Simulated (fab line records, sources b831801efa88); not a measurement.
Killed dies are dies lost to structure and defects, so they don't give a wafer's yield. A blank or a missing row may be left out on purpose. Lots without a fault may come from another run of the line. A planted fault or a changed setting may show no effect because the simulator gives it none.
Chamber matching | flow sky130 | SKY_FIELD_ISO_ETCH_17 on rie_si-02: 4 sister chambers
The step etches Si in HBr/Cl2/O2, target depth 342 nm, time 97.7 s. 4 wafers are shown with their chamber, then 9 later ones without.

WAFERS WITH THEIR CHAMBER
wafer  | chamber | drypump_motor_current_A (A)
L216.4 | 1       | 5.9
L221.1 | 2       | 4.9
L221.3 | 0       | 5.4
L221.6 | 3       | 6.0

WAFERS WITHOUT THEIR CHAMBER
wafer  | drypump_motor_current_A (A)
L223.2 | 5.9
L223.3 | 4.9
L223.4 | 6.0
L224.2 | 6.0
L224.3 | 5.8
L224.4 | 4.9
L226.1 | 4.9
L226.4 | 6.0
L226.6 | 6.0

WHICH CHAMBER EACH WENT THROUGH
wafer  | from the rows above | in truth
L223.2 | 1                   | 1
L223.3 | 2                   | 2
L223.4 | 3                   | 3
L224.2 | 3                   | 3
L224.3 | 1                   | 1
L224.4 | 2                   | 2
L226.1 | 2                   | 2
L226.4 | 3                   | 3
L226.6 | 3                   | 3
Placed correctly: 9 of 9. Can't be placed from these rows: 0. Placed wrongly: 0.
How it was worked out, from the rows above alone: a wafer's distance from a chamber is the root of the sum, over the readings, of the square of ((its reading less the chamber's mean) divided by the reading's scatter). The wafer belongs to the nearest chamber; if the next one is less than 2 further off, it can't be placed. A chamber's mean is the mean of its shown wafers. The scatter: with one shown wafer a chamber, the root of the mean of the squares of how far each hidden wafer lies from its nearest shown one.
